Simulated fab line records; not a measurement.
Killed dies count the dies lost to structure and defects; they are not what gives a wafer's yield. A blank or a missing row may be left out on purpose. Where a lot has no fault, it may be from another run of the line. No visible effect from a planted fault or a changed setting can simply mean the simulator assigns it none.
Which of the tools did it? ; flow sky130 ; 36 wafers from 12 lots sampled at 3 of the route's 708 steps

== WHAT THE GAUGES SHOWED, per wafer ==
SKY_POLY_CUT_OVL_MEAS_09. Usual: POLY_CUT_OVL 0 nm, standard deviation 4.9.
lot;measured;on;POLY_CUT_OVL (nm);flag
L506;day 24 04:52;overlay-02;0 1 -5;
L507;day 24 10:41;overlay-02;3 -1 -3;
L508;day 24 23:42;overlay-02;6 2 0;
L509;day 25 07:23;overlay-01;-4 -6 -2;
L510;day 25 18:04;overlay-02;-8 -3 -1;
L513;day 27 03:12;overlay-01;-1 1 -1;
L515;day 27 06:38;overlay-02;-6 -5 -1;
L520;day 28 21:53;overlay-01;-7 -2 -1;
L524;day 30 23:55;overlay-01;0 11 -2;
L523;day 31 01:02;overlay-02;0 0 -1;
L525;day 31 01:24;overlay-02;3 -4 8;
L528;day 31 13:57;overlay-02;1 -4 -3;

SKY_SD_P_CD_MEAS_07: the cd target is 380 nm. Usual: cd_nm reads 380.8 nm (standard deviation 2.5).
lot;measured;on;cd_nm (nm);flag
L506;day 25 10:04;cd_sem-02;378.4 378.8 379.3;
L507;day 25 15:17;cd_sem-02;379.3 378.9 380.2;
L508;day 26 05:12;cd_sem-01;379.6 380.2 380.4;
L509;day 26 12:59;cd_sem-02;379.8 382.0 379.5;
L510;day 26 22:25;cd_sem-02;381.2 381.7 382.6;
L513;day 28 06:32;cd_sem-01;380.2 379.2 379.9;
L515;day 28 10:04;cd_sem-02;385.8 386.1 383.5;
L520;day 30 01:28;cd_sem-02;379.2 378.1 379.7;
L524;day 32 02:59;cd_sem-02;382.5 383.6 382.2;
L523;day 32 04:06;cd_sem-02;382.5 381.0 378.6;
L525;day 32 04:47;cd_sem-01;381.8 382.8 381.0;
L528;day 32 15:37;cd_sem-01;375.9 377.3 376.4;

== WHAT TOOL EACH LOT RAN ON (gives the tool, then ch and the chambers of the sampled wafers, and finally the start) ==
lot;SKY_LDD_LDN_STRIP_12
L506;plasma_asher-04 ch 0,1, day 22 20:20
L507;plasma_asher-01 ch 0,1, day 23 02:25
L508;plasma_asher-01 ch 0,1, day 23 16:56
L509;plasma_asher-04 ch 0,1, day 23 22:26
L510;plasma_asher-03 ch 0,1, day 24 10:05
L513;plasma_asher-01 ch 0,1, day 25 20:56
L515;plasma_asher-03 ch 0,1, day 26 00:33
L520;plasma_asher-03 ch 0,1, day 27 16:32
L524;plasma_asher-04 ch 0,1, day 29 18:46
L523;plasma_asher-04 ch 0,1, day 29 19:23
L525;plasma_asher-03 ch 0,1, day 29 19:38
L528;plasma_asher-03 ch 0,1, day 30 09:17
- SKY_LDD_LDN_STRIP_12: strips in O2/N2.

== WHAT THE TOOLS THEMSELVES READ (means of the sampled wafers that have a number; where no wafer has one, the mark that the record gives instead) ==
SKY_LDD_LDN_STRIP_12. Usual: drypump_motor_current_A 5.87 A, standard deviation 0.3; o2_flow_sccm 2999 sccm, standard deviation 8.5; oes_product_au 0.715 a.u., standard deviation 0.0042; strip_time_to_endpoint_s 14.17 s, standard deviation 0.036.
lot;tool;drypump_motor_current_A (A);o2_flow_sccm (sccm);oes_product_au (a.u.);strip_time_to_endpoint_s (s);flag
L506;plasma_asher-04;5.92;2999;0.715;14.13;
L507;plasma_asher-01;5.42;2990;0.716;14.17;
L508;plasma_asher-01;5.38;2997;0.712;14.15;
L509;plasma_asher-04;5.90;3008;0.717;14.18;
L510;plasma_asher-03;6.16;2998;0.717;14.14;
L513;plasma_asher-01;5.42;2993;0.711;14.17;
L515;plasma_asher-03;6.19;2998;0.715;14.18;
L520;plasma_asher-03;6.19;3003;0.719;14.22;
L524;plasma_asher-04;5.92;2995;0.712;14.19;
L523;plasma_asher-04;5.91;2998;0.711;14.20;
L525;plasma_asher-03;6.16;2998;0.716;14.16;
L528;plasma_asher-03;6.18;3002;0.716;14.16;

== THE ANSWER, worked out from the rows above alone ==
Rule: take the mean of a lot's wafers that have a number; if it is more than 3 standard deviations from the usual mean, the lot is off. Also off: a lot with no number at a reading for which 4 or more lots have one. The other lots that the step has rows for count as sound. After the gauges, taken in route order, come the tools' own readings; for these a lot's mean is taken, as printed above. At the first step where some lot is off, the reading lying furthest off is the one used; lots without a number count as furthest.
No lot is off on any of the readings shown, so nothing can be concluded from this.

== WHAT WAS PUT IN BY THE SIMULATOR ==
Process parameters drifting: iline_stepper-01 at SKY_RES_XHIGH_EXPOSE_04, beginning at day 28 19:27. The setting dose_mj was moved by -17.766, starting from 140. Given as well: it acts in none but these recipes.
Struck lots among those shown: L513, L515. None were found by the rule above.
